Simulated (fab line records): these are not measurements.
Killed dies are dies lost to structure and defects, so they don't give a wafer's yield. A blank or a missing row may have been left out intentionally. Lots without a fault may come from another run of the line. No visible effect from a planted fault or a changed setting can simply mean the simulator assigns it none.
Which of the tools did it? | flow sky130 | Sampling: 12 lots, 36 wafers, 2 of 708 route steps

== WHAT EACH GAUGE READ, for each wafer ==
SKY_METAL2_THK_MEAS_06: measures by xrf. Usual: METAL2_ALCU_THK typically reads 251 nm, with standard deviation 3.4.
lot  | measured     | on            | METAL2_ALCU_THK (nm) | flag
L848 | day 33 21:32 | film-metro-04 | 251 248 250          |
L849 | day 34 03:36 | film-metro-04 | 251 248 247          |
L855 | day 37 09:10 | film-metro-01 | 256 254 253          |
L858 | day 37 10:08 | film-metro-03 | 246 249 249          |
L857 | day 37 10:28 | film-metro-04 | 252 247 250          |
L861 | day 38 02:32 | film-metro-04 | 248 251 249          |
L863 | day 38 15:05 | film-metro-03 | 244 246 249          |
L864 | day 38 15:22 | film-metro-01 | 245 250 249          |
L866 | day 39 09:34 | film-metro-03 | 247 252 251          |
L868 | day 40 05:17 | film-metro-03 | 247 252 246          |
L869 | day 40 05:54 | film-metro-03 | 254 244 250          |
L871 | day 40 20:53 | film-metro-03 | 252 252 248          |

SKY_VIA2_BOW_MEAS_03. Usual: VIA2_BOW typically reads 87 um, with standard deviation 7.2.
lot  | measured     | on            | VIA2_BOW (um) | flag
L848 | day 35 01:22 | film-metro-01 | 93 91 91      |
L849 | day 35 07:26 | film-metro-03 | 87 92 69      |
L855 | day 38 12:33 | film-metro-03 | 80 93 87      |
L858 | day 38 13:14 | film-metro-02 | 83 96 84      |
L857 | day 38 13:32 | film-metro-03 | 91 92 90      |
L861 | day 39 04:52 | film-metro-03 | 85 87 89      |
L863 | day 39 17:14 | film-metro-01 | 98 79 97      |
L864 | day 39 17:25 | film-metro-03 | 106 80 103    |
L866 | day 40 11:06 | film-metro-01 | 92 90 78      |
L868 | day 41 06:19 | film-metro-02 | 90 82 88      |
L869 | day 41 07:17 | film-metro-02 | 95 95 95      |
L871 | day 41 22:43 | film-metro-03 | 86 76 79      |

== WHICH TOOL RAN EACH LOT (tool, then ch and the chambers of the sampled wafers, then the start) ==
There is no process step in the record ahead of these readings.

== WHAT THE TOOLS THEMSELVES READ (means of the sampled wafers that have a number; where no wafer has one, the mark that the record gives instead) ==
The record holds no such reading with a usual standard deviation.

== THE ANSWER, worked out from the rows above alone ==
Rule: take the mean of a lot's wafers that have a number; if it is more than 3 standard deviations from the usual mean, the lot is off. Also off: a lot with no number at a reading for which 4 or more lots have one. Any other lot the step has rows for is counted as sound. After the gauges, taken in route order, come the tools' own readings; for these a lot's mean is taken, as printed above. At the first step where some lot is off, the reading lying furthest off is the one used; lots without a number count as furthest.
No lot is off on any of the readings shown, so nothing can be concluded from this.

== WHAT THE SIMULATOR PUT IN ==
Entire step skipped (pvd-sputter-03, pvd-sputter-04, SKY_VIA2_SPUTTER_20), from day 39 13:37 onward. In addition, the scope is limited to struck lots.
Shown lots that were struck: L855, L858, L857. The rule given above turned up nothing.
